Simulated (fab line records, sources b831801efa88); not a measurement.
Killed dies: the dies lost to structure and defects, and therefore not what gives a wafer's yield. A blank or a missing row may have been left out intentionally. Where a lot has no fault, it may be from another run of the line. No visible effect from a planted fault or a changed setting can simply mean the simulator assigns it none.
Which tool is to blame? + flow sfq-line + 39 wafers sampled from 13 lots at 1 step of a route of 325

== WHAT THE GAUGES READ, wafer by wafer ==
Not one reading of a measure or inspect step in the record can be checked against a usual standard deviation.

== WHAT TOOL EACH LOT RAN ON (gives the tool, then ch and the chambers of the sampled wafers, and finally the start) ==
| lot  | SFQ_TRILAYER_M3_BARC_OPEN_METAL_ETCH_100 |
|------|------------------------------------------|
| L647 | rie-metal-02 ch 0,1, day 38 08:24        |
| L648 | rie-metal-04 ch 0,1, day 38 14:24        |
| L649 | rie-metal-03 ch 0,1, day 38 21:36        |
| L650 | rie-metal-03 ch 0,1, day 39 01:12        |
| L659 | rie-metal-03 ch 0,1, day 43 22:08        |
| L661 | rie-metal-02 ch 0,1, day 44 22:15        |
| L662 | rie-metal-04 ch 0,1, day 44 23:36        |
| L663 | rie-metal-04 ch 1, day 46 01:00          |
| L664 | rie-metal-04 ch 1, day 46 10:26          |
| L666 | rie-metal-03 ch 0,1, day 46 20:03        |
| L667 | rie-metal-02 ch 0,1, day 52 09:40        |
| L668 | rie-metal-03 ch 0,1, day 52 15:40        |
| L669 | rie-metal-02 ch 1, day 52 19:16          |
- SFQ_TRILAYER_M3_BARC_OPEN_METAL_ETCH_100: etches BARC in O2, target depth 125 nm, time 41.7 s.

== AS READ BY THE TOOLS THEMSELVES (means over the sampled wafers that have a number; for cases with no such wafer, the mark the record gives instead) ==
SFQ_TRILAYER_M3_BARC_OPEN_METAL_ETCH_100.
| lot  | tool         | drypump-motor-current-A (A) | oes-product-au (a.u.) | rf-fwd-power-W (W) |
|------|--------------|-----------------------------|-----------------------|--------------------|
| L647 | rie-metal-02 | 5.7                         | 0.681                 | 595.0              |
| L648 | rie-metal-04 | 5.3                         | 0.682                 | 594.9              |
| L649 | rie-metal-03 | 6.1                         | 0.682                 | 594.1              |
| L650 | rie-metal-03 | 6.1                         | 0.681                 | 594.0              |
| L659 | rie-metal-03 | 6.0                         | 0.687                 | 530.1              |
| L661 | rie-metal-02 | 5.7                         | 0.688                 | 596.3              |
| L662 | rie-metal-04 | 5.6                         | 0.684                 | 594.1              |
| L663 | rie-metal-04 | 5.8                         | 0.681                 | 593.4              |
| L664 | rie-metal-04 | 5.9                         | 0.687                 | 596.8              |
| L666 | rie-metal-03 | 6.1                         | 0.685                 | 594.3              |
| L667 | rie-metal-02 | 5.7                         | 0.689                 | 597.3              |
| L668 | rie-metal-03 | 6.1                         | 0.679                 | 594.9              |
| L669 | rie-metal-02 | 5.4                         | 0.689                 | 596.2              |

== THE ANSWER, worked out from the rows above alone ==
Rule: the usual values come from the lots themselves. The widest of any qualifying gaps counts: lots, ordered by their means at a reading, are off when they make up no more than a third of the lots, leave a main group of 4 or more, and stand apart from it by 3 or more times the standard deviation of that group's means. If all means in a main group match to the digits the tables above print for the reading, that group is not used. A lot without any number at a reading at which 4 lots or more have one is off too. The other lots that the step has rows for count as sound. First the gauges in route order, then the tools' own readings, where a lot's mean is used as printed above. The first step at which some lot is off is used, and at that step the reading that is off furthest; a lot without a number counts as furthest.
Off: L659, at SFQ_TRILAYER_M3_BARC_OPEN_METAL_ETCH_100 (rf-fwd-power-W). Main group: mean 595.1 W, sd 1.2.
If a tool, at that step or one of the process steps before it, ran each lot that is off and ran no sound lot following the first of them, it fits. Of those tried, none fits.

== WHAT HAD BEEN PUT IN BY THE SIMULATOR ==
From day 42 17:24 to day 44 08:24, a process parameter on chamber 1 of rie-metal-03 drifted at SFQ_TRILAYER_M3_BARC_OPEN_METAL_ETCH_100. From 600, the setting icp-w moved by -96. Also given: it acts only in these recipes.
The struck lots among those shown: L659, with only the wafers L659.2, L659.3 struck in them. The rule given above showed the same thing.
